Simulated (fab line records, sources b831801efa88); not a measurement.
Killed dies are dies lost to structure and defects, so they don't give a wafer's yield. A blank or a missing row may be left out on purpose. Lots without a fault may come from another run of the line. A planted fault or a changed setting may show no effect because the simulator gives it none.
fab line records | flow sky130
record lots=12 wafers=36 last_day=50
route steps=708 shown METAL3@566 VIA3@586 VIA4@650 PAD_OPEN@708
lots that met no fault: from a run of the same line without faults
start_h: hours from the record's first day to the start of the lot's first wafer shown | wait_h: hours since the lot's step before | " the same as in the row above | L1.1+2: a row that stands for several wafers | - no value, or no start given | * or withheld: withheld | < > ~ a bound
route shown NAME@n: a module of which the file shows steps, and the number in the route of the first | usual: mean/standard deviation of fault-free wafers | same: alike in all rows | chamber/n: place in a boat | sites: the reading at each site | _std_site: their standard deviation | _edge_site: outer sites' mean less inner sites' | radius_mm: how far each site lies from the wafer's centre | mask NAME#n: copy n | behind: the tool/chamber that last shaped the wafer | hold: why the lot was held/for how many hours/how that ended | device: the transistor (n, p or np) that didn't switch | end of line: the same wafers' tests at the end of the route | a step without rows: its recipe alone | killed: dies lost to structure and defects at the first sort, not the wafer's yield | map: a wafer's dies, x killed, . not, _ none there
set.NAME: the setting as run; set.NAME@STEP: as run at that earlier step | model.NAME: the simulator's own value behind a step, which no gauge read
steps of the route over a sample of lots; a table a step, a row a wafer
services: from which hour (start_h, from the record's first day; less than 0 if before it) a tool's chamber was out of use, for how many hours, and why
## steps
# step SKY_METAL3_ETCH_16
# recipe chemistry=N2/H2 target=BARC ion_energy_ev=200 bias_w=100 pressure_mtorr=30 n2_flow_sccm=100 h2_flow_sccm=200 icp_w=500 stop_on=SiO2 time_s=88.2 target_depth_a=600
# usual drypump_motor_current_A=6.0/0.43 oes_product_au=0.626/0.0045 throttle_valve_pct=13.204/0.0092
# columns lot.wafer tool chamber start_h wait_h drypump_motor_current_A oes_product_au rf_hours_counter_h throttle_valve_pct
L669.2 rie_metal-02 1 903.52 0.0 5.8 0.626 13 13.207
L669.4 " 0 " " 6.5 0.620 - 13.211
L669.6 " 1 " " 5.8 0.632 - 13.218
L670.2 rie_metal-02 0 912.13 0.0 6.4 0.625 12 13.211
L670.3 " 1 " " 5.8 0.630 - 13.187
L670.4 " 0 " " 6.4 0.627 - 13.201
L671.1 rie_metal-03 1 917.44 0.0 6.2 0.628 14 13.198
L671.2 " 0 " " 5.1 0.625 6 13.205
L671.6 " 1 " " 6.2 0.622 - 13.221
L672.1 rie_metal-03 1 938.65 0.0 6.2 0.623 14 13.207
L672.3 " 0 " " 5.1 0.631 - 13.219
L672.6 " 0 " " 5.1 0.625 - 13.202
L673.1 rie_metal-02 1 943.31 0.0 5.8 0.627 15 13.186
L673.3 " 1 " " 5.8 0.624 - 13.199
L673.4 " 0 " " 6.5 0.623 - 13.199
L674.2 rie_metal-03 0 944.43 0.0 5.2 0.625 7 13.208
L674.3 " 1 " " 6.2 0.629 - 13.224
L674.6 " 1 " " 6.2 0.629 - 13.210
L676.1 rie_metal-02 0 962.10 0.0 6.5 0.628 15 13.199
L676.3 " 0 " " 6.5 0.624 - 13.208
L676.6 " 1 " " 5.8 0.623 - 13.202
L677.1 rie_metal-02 0 975.42 0.0 6.4 0.628 16 13.209
L677.3 " 0 " " 6.5 0.629 - 13.211
L677.6 " 0 " " 6.5 0.628 - 13.203
L679.2 rie_metal-02 1 979.77 0.0 5.8 0.637 16 13.202
L679.3 " 0 " " 6.5 0.616 - 13.203
L679.5 " 1 " " 5.8 0.625 - 13.189
L684.1 rie_metal-02 1 1015.37 0.0 5.8 0.623 18 13.218
L684.3 " 1 " " 5.8 0.628 - 13.207
L684.6 " 0 " " 6.5 0.630 - 13.200
L685.2 rie_metal-02 0 1023.43 0.0 6.5 0.620 18 13.212
L685.4 " 1 " " 5.8 0.625 - 13.199
L685.6 " 0 " " 6.5 0.629 - 13.198
L690.1 rie_metal-01 1 1066.65 0.0 5.5 0.622 24 13.208
L690.5 " 0 " " 6.1 0.626 - 13.208
L690.6 " 1 " " 5.5 0.622 - 13.209
# step SKY_METAL3_STRIP_19
# recipe chemistry=O2/N2 power_w=1400 pressure_mtorr=1500 platen_temp_c=withheld o2_flow_sccm=3000 n2_flow_sccm=300 overash_fraction=0.5
# usual drypump_motor_current_A=5.8/0.37 oes_product_au=0.503/0.0058 strip_time_to_endpoint_s=6.54/0.1
# columns lot.wafer tool chamber start_h wait_h drypump_motor_current_A oes_product_au rf_hours_counter_h strip_time_to_endpoint_s
L669.2 plasma_asher-03 1 903.81 0.1 5.7 0.516 48 6.73
L669.4 " 0 " " 5.1 0.503 - 6.49
L669.6 " 1 " " 5.7 0.506 - 6.75
L670.2 plasma_asher-02 0 912.45 0.1 6.4 0.510 113 6.68
L670.3 " 1 " " 5.7 0.515 - 6.64
L670.4 " 0 " " 6.3 0.506 - 6.50
L671.1 plasma_asher-04 1 917.79 0.2 5.7 0.502 13 6.53
L671.2 " 0 " " 6.0 0.518 13 6.72
L671.6 " 1 " " 5.8 0.507 - 6.58
L672.1 plasma_asher-03 1 939.00 0.2 5.7 0.493 51 6.42
L672.3 " 0 " " 5.1 0.513 - 6.57
L672.6 " 1 " " 5.7 0.509 - 6.61
L673.1 plasma_asher-02 0 943.64 0.1 6.4 0.505 116 6.51
L673.3 " 0 " " 6.3 0.508 - 6.46
L673.4 " 1 " " 5.7 0.515 - 6.66
L674.2 plasma_asher-04 0 944.72 0.1 6.0 0.506 15 6.51
L674.3 " 1 " " 5.8 0.511 - 6.71
L674.6 " 1 " " 5.8 0.497 - 6.48
L676.1 plasma_asher-02 0 962.39 0.1 6.4 0.506 118 6.66
L676.3 " 0 " " 6.3 0.503 - 6.67
L676.6 " 1 " " 5.7 0.497 - 6.54
L677.1 plasma_asher-04 1 975.71 0.1 5.8 0.503 18 6.42
L677.3 " 0 " " 6.0 0.497 - 6.40
L677.6 " 0 " " 6.0 0.502 - 6.59
L679.2 plasma_asher-04 1 980.06 0.1 5.8 0.505 18 6.53
L679.3 " 1 " " 5.8 0.502 - 6.66
L679.5 " 0 " " 6.0 0.491 - 6.46
L684.1 plasma_asher-02 1 1015.72 0.2 5.7 0.503 123 6.63
L684.3 " 1 " " 5.7 0.509 - 6.70
L684.6 " 0 " " 6.3 0.503 - 6.67
L685.2 plasma_asher-03 1 1023.72 0.1 5.7 0.507 60 6.67
L685.4 " 0 " " 5.0 0.506 - 6.69
L685.6 " 1 " " 5.7 0.502 - 6.48
L690.1 plasma_asher-02 1 1066.95 0.1 5.7 0.501 0 6.36
L690.5 " 0 " " 6.4 0.510 - 6.37
L690.6 " 1 " " 5.7 0.500 - 6.51
# step SKY_VIA3_OVL_MEAS_13
# usual VIA3_OVL=-1/5
# columns lot.wafer tool chamber start_h wait_h VIA3_OVL[nm]
L669.2 overlay-01 - 930.31 0.1 -1
L669.4 " - " " 10
L669.6 " - " " 3
L670.2 overlay-02 - 939.49 0.1 -3
L670.3 " - " " -3
L670.4 " - " " 3
L671.1 overlay-01 - 944.01 0.1 -4
L671.2 " - " " 4
L671.6 " - " " -1
L672.1 overlay-01 - 964.63 0.1 -6
L672.3 " - " " -3
L672.6 " - " " 0
L673.1 overlay-01 - 969.26 0.1 13
L673.3 " - " " 10
L673.4 " - " " 8
L674.2 overlay-02 - 970.39 0.1 -2
L674.3 " - " " 5
L674.6 " - " " -7
L676.1 overlay-01 - 987.38 0.1 -6
L676.3 " - " " -6
L676.6 " - " " -7
L677.1 overlay-01 - 1000.33 0.1 -6
L677.3 " - " " -4
L677.6 " - " " -4
L679.2 overlay-02 - 1005.44 0.1 3
L679.3 " - " " 0
L679.5 " - " " -2
L684.1 overlay-01 - 1038.93 0.1 6
L684.3 " - " " -1
L684.6 " - " " 9
L685.2 overlay-02 - 1047.22 0.1 -6
L685.4 " - " " -12
L685.6 " - " " -4
L690.1 overlay-01 - 1089.36 0.1 -2
L690.5 " - " " -1
L690.6 " - " " -4
# step SKY_VIA4_OVL_MEAS_11
# usual VIA4_OVL=0.2/1.5
# columns lot.wafer tool chamber start_h wait_h VIA4_OVL[nm]
L669.2 overlay-01 - 1005.33 0.1 -0.2
L669.4 " - " " 0.7
L669.6 " - " " -0.5
L670.2 overlay-02 - 1014.72 0.1 1.2
L670.3 " - " " -0.6
L670.4 " - " " -0.5
L671.1 overlay-02 - 1019.98 0.1 2.1
L671.2 " - " " 2.8
L671.6 " - " " 2.9
L672.1 overlay-02 - 1038.39 0.1 1.9
L672.3 " - " " 0.7
L672.6 " - " " 1.4
L673.1 overlay-01 - 1042.21 0.1 3.5
L673.3 " - " " -1.5
L673.4 " - " " 2.4
L674.2 overlay-01 - 1043.53 0.1 -2.7
L674.3 " - " " -3.1
L674.6 " - " " -4.0
L676.1 overlay-01 - 1058.99 0.1 0.5
L676.3 " - " " 1.6
L676.6 " - " " -1.4
L677.1 overlay-02 - 1070.23 0.1 1.7
L677.3 " - " " 0.6
L677.6 " - " " 0.4
L679.2 overlay-01 - 1075.34 0.1 0.2
L679.3 " - " " -0.7
L679.5 " - " " 0.4
L684.1 overlay-02 - 1105.04 0.1 -2.6
L684.3 " - " " -1.6
L684.6 " - " " 0.5
L685.2 overlay-02 - 1112.70 0.1 0.1
L685.4 " - " " 0.1
L685.6 " - " " -0.3
L690.1 overlay-01 - 1150.14 0.1 -0.2
L690.5 " - " " 0.8
L690.6 " - " " -1.7
# step SKY_PAD_OPEN_PROBE_99
# usual defect_limited_yield=82.6/1.9 killed_at_M0_to_M3=43/7.3 killed_at_M4_up=3.0/2 killed_at_contacts=24/5.2 killed_at_front_end=15/4.4 killed_at_other=0.2/0.48 killed_dies=86/9.1 killed_open=47/7.3 killed_short=38/6.4 sort_bin_3_pad_short=0.8/0.38 sort_bin_5_function=10.5/1.4 sort_bin_6_memory=6.1/1.1 sort_n_pass=406/9.1 sort_yield_pct=82.6/1.9
# same gross_dies=492 killed_at_back_side=0 sort_bin_4_leakage[%]=0 sort_bin_8_speed[%]=0
# columns lot.wafer tool chamber start_h wait_h hold defect_limited_yield[%] killed_at_M0_to_M3 killed_at_M4_up killed_at_contacts killed_at_front_end killed_at_other killed_dies killed_open killed_short sort_bin_3_pad_short[%] sort_bin_5_function[%] sort_bin_6_memory[%] sort_n_pass sort_yield_pct[%]
L669.2 prober-02 - 1076.66 0.1 - 81.7 36 2 36 16 0 90 52 35 0.8 10.6 6.9 402 81.7
L669.4 prober-02 - 1076.76 0.2 - 80.5 50 3 29 12 2 96 61 33 0.8 11.4 7.3 396 80.5
L669.6 prober-02 - 1076.86 0.2 - 86.2 39 2 20 7 0 68 40 28 0.4 8.3 5.1 424 86.2
L674.2 prober-01 - 1110.82 0.1 - 78.7 64 3 30 8 0 105 61 44 1.0 14.0 6.3 387 78.7
L674.3 prober-01 - 1110.87 0.2 - 81.9 46 3 25 14 1 89 45 44 1.0 11.2 5.9 403 81.9
L674.6 prober-01 - 1111.02 0.2 - 84.1 45 3 18 12 0 78 50 28 0.4 10.8 4.7 414 84.1
L676.1 prober-01 - 1123.57 0.1 - 81.7 46 1 26 16 1 90 50 40 0.8 11.4 6.1 402 81.7
L676.3 prober-01 - 1123.67 0.2 - 83.5 42 1 20 18 0 81 41 39 0.6 10.4 5.5 411 83.5
L676.6 prober-01 - 1123.82 0.2 - 80.9 46 2 25 21 0 94 45 49 1.0 12.4 5.7 398 80.9
L684.1 prober-01 - 1166.04 0.1 await_dispo/1.1h/release 80.7 51 4 26 14 0 95 53 42 0.2 12.8 6.3 397 80.7
L684.3 prober-01 - 1166.14 0.2 await_dispo/1.1h/release 83.9 44 2 21 12 0 79 41 38 1.4 10.6 4.1 413 83.9
L684.6 prober-01 - 1166.29 0.2 await_dispo/1.1h/release 74.4 86 0 17 22 1 126 48 31 3.0 14.6 7.9 366 74.4
L685.2 prober-02 - 1171.51 0.1 await_dispo/2.7h/release 76.2 89 2 18 8 0 117 48 25 3.7 14.6 5.5 375 76.2
L685.4 prober-02 - 1171.61 0.2 await_dispo/2.7h/release 82.1 56 1 20 11 0 88 56 32 0.6 10.8 6.5 404 82.1
L685.6 prober-02 - 1171.71 0.2 await_dispo/2.7h/release 76.0 81 2 22 13 0 118 35 36 2.8 15.4 5.7 374 76.0
L690.1 prober-02 - 1205.31 0.1 - 85.0 45 1 17 11 0 74 43 31 1.0 8.3 5.7 418 85.0
L690.5 prober-02 - 1205.51 0.2 - 83.3 43 2 18 19 0 82 40 42 0.8 9.8 6.1 410 83.3
L690.6 prober-02 - 1205.56 0.2 - 86.8 30 1 19 14 1 65 33 31 0.6 7.3 5.3 427 86.8
# killed by level:class
L669.2 LI_CONTACT:geometric_particle:open=16 CONTACT:geometric_particle:open=10 VIA1:geometric_particle:open=7 VIA3:geometric_particle:open=7 FIELD_ISO:geometric_particle:short=4 FIELD_ISO:geometric_particle:open=4 LOCAL_INTERCONNECT:geometric_particle:short=4 VIA1:geometric_particle:short=4
L669.4 VIA1:geometric_particle:open=14 LI_CONTACT:geometric_particle:open=12 VIA3:geometric_particle:open=10 CONTACT:geometric_particle:open=7 VIA2:geometric_particle:open=7 FIELD_ISO:geometric_particle:open=5 VIA3:geometric_particle:short=5 LI_CONTACT:geometric_particle:short=4
L669.6 CONTACT:geometric_particle:open=10 VIA1:geometric_particle:open=10 VIA2:geometric_particle:open=8 LI_CONTACT:geometric_particle:open=5 VIA1:geometric_particle:short=5 METAL2:geometric_particle:short=5 VIA2:geometric_particle:short=4 CONTACT:geometric_particle:short=3
L674.2 VIA1:geometric_particle:open=18 LI_CONTACT:geometric_particle:open=13 VIA1:geometric_particle:short=11 VIA2:geometric_particle:open=10 METAL1:geometric_particle:short=6 VIA2:geometric_particle:short=6 LOCAL_INTERCONNECT:geometric_particle:short=5 CONTACT:geometric_particle:open=5
L674.3 LOCAL_INTERCONNECT:geometric_particle:short=7 CONTACT:geometric_particle:open=7 METAL1:geometric_particle:short=7 VIA1:geometric_particle:open=7 FIELD_ISO:geometric_particle:open=6 VIA2:geometric_particle:open=6 VIA1:geometric_particle:short=5 VIA3:geometric_particle:open=5
L674.6 VIA1:geometric_particle:open=13 VIA3:geometric_particle:open=10 CONTACT:geometric_particle:open=8 VIA2:geometric_particle:open=6 POLY_GATE:geometric_particle:short=5 FIELD_ISO:geometric_particle:open=4 LI_CONTACT:geometric_particle:open=4 METAL1:geometric_particle:short=4
L676.1 VIA1:geometric_particle:open=14 CONTACT:geometric_particle:open=8 CONTACT:geometric_particle:short=7 VIA2:geometric_particle:short=7 LI_CONTACT:geometric_particle:open=6 VIA3:geometric_particle:open=6 VIA2:geometric_particle:open=5 FIELD_ISO:geometric_particle:short=4
L676.3 METAL2:geometric_particle:short=11 VIA1:geometric_particle:open=9 CONTACT:geometric_particle:open=8 FIELD_ISO:geometric_particle:open=6 FIELD_ISO:geometric_particle:short=5 VIA2:geometric_particle:open=5 LOCAL_INTERCONNECT:geometric_particle:short=4 VIA3:geometric_particle:short=4
L676.6 CONTACT:geometric_particle:open=13 VIA1:geometric_particle:open=8 VIA1:geometric_particle:short=8 VIA2:geometric_particle:short=6 VIA3:geometric_particle:open=6 FIELD_ISO:geometric_particle:short=5 POLY_GATE:geometric_particle:short=5 METAL1:geometric_particle:short=5
L684.1 VIA1:geometric_particle:open=10 METAL2:geometric_particle:short=8 LI_CONTACT:geometric_particle:open=8 VIA1:geometric_particle:short=7 VIA2:geometric_particle:open=7 CONTACT:geometric_particle:open=7 LOCAL_INTERCONNECT:geometric_particle:short=6 FIELD_ISO:geometric_particle:open=5
L684.3 VIA1:geometric_particle:open=11 VIA2:geometric_particle:open=7 LI_CONTACT:geometric_particle:open=6 LOCAL_INTERCONNECT:geometric_particle:short=6 FIELD_ISO:geometric_particle:short=5 CONTACT:geometric_particle:open=5 METAL2:geometric_particle:short=5 VIA2:geometric_particle:short=5
L684.6 METAL3:unspecified=47 VIA1:geometric_particle:open=11 CONTACT:geometric_particle:open=9 FIELD_ISO:geometric_particle:open=8 VIA2:geometric_particle:open=7 VIA1:geometric_particle:short=4 LI_CONTACT:geometric_particle:open=4 METAL2:geometric_particle:short=4
L685.2 METAL3:unspecified=44 VIA2:geometric_particle:open=10 CONTACT:geometric_particle:open=8 VIA1:geometric_particle:open=8 LI_CONTACT:geometric_particle:open=7 VIA3:geometric_particle:open=7 METAL1:geometric_particle:short=4 VIA1:geometric_particle:short=4
L685.4 VIA1:geometric_particle:open=15 LI_CONTACT:geometric_particle:open=10 VIA3:geometric_particle:open=7 METAL2:geometric_particle:short=6 VIA2:geometric_particle:open=6 POLY_GATE:geometric_particle:open=5 CONTACT:geometric_particle:open=5 VIA1:geometric_particle:short=5
L685.6 METAL3:unspecified=47 CONTACT:geometric_particle:open=8 VIA1:geometric_particle:open=8 METAL2:geometric_particle:short=7 FIELD_ISO:geometric_particle:short=5 LOCAL_INTERCONNECT:geometric_particle:short=5 VIA1:geometric_particle:short=5 LI_CONTACT:geometric_particle:open=4
L690.1 VIA1:geometric_particle:open=10 VIA3:geometric_particle:open=8 CONTACT:geometric_particle:open=8 VIA2:geometric_particle:open=7 METAL2:geometric_particle:short=6 VIA2:geometric_particle:short=5 FIELD_ISO:geometric_particle:short=4 LI_CONTACT:geometric_particle:open=4
L690.5 VIA1:geometric_particle:open=12 FIELD_ISO:geometric_particle:short=10 VIA2:geometric_particle:open=6 METAL2:geometric_particle:short=6 LI_CONTACT:geometric_particle:open=5 CONTACT:geometric_particle:short=5 VIA3:geometric_particle:open=5 VIA3:geometric_particle:short=4
L690.6 LI_CONTACT:geometric_particle:open=7 VIA1:geometric_particle:open=7 METAL1:geometric_particle:short=6 VIA2:geometric_particle:open=5 CONTACT:geometric_particle:open=4 FIELD_ISO:geometric_particle:open=3 POLY_GATE:geometric_particle:open=3 LI_CONTACT:geometric_particle:short=3
## services
# columns tool chamber start_h hours kind
plasma_asher-04 - 886.86 0.9 repair
plasma_asher-04 - 887.14 0.8 repair
plasma_asher-04 - 896.30 5.5 repair
rie_metal-03 - 925.46 0.2 repair
plasma_asher-02 - 931.70 6.1 repair
plasma_asher-02 - 935.13 2.8 repair
plasma_asher-04 - 936.10 0.7 repair
plasma_asher-04 - 958.26 5.8 repair
plasma_asher-02 - 1009.84 1.0 repair
plasma_asher-02 - 1055.25 9.0 pm
plasma_asher-02 0 1055.25 9.0 vent_cycle
plasma_asher-02 1 1055.25 9.0 vent_cycle
plasma_asher-02 0 1064.25 - clean
plasma_asher-02 1 1064.25 - clean
## key
first_sign step=SKY_PAD_OPEN_PROBE_99 reading=sort_bin_3_pad_short direction=up sigmas=6.3 usual=0.8 struck=3.2
effect step=SKY_PAD_OPEN_PROBE_99 reading=killed_at_M0_to_M3 direction=up sigmas=5.8 usual=43 struck=85
met_at SKY_METAL3_ETCH_16
struck_lots L684,L685
struck_wafers L684.6,L685.2,L685.6
loop_trim step=SKY_METAL3_EXPOSE_10 setting=dose lots=L684,L685
not_acting_at SKY_METAL3_STRIP_19,SKY_VIA3_OVL_MEAS_13,SKY_VIA4_OVL_MEAS_11
onset_between 979.77 1015.37
fault kind=chamber_particle_source tool=rie_metal-02 chamber=0 onset_h=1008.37 steps=SKY_METAL3_ETCH_16 rate_per_visit_cm2=0.97179 end_h=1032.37
# loop_trim: a control loop set the setting to another value than it would have without faults
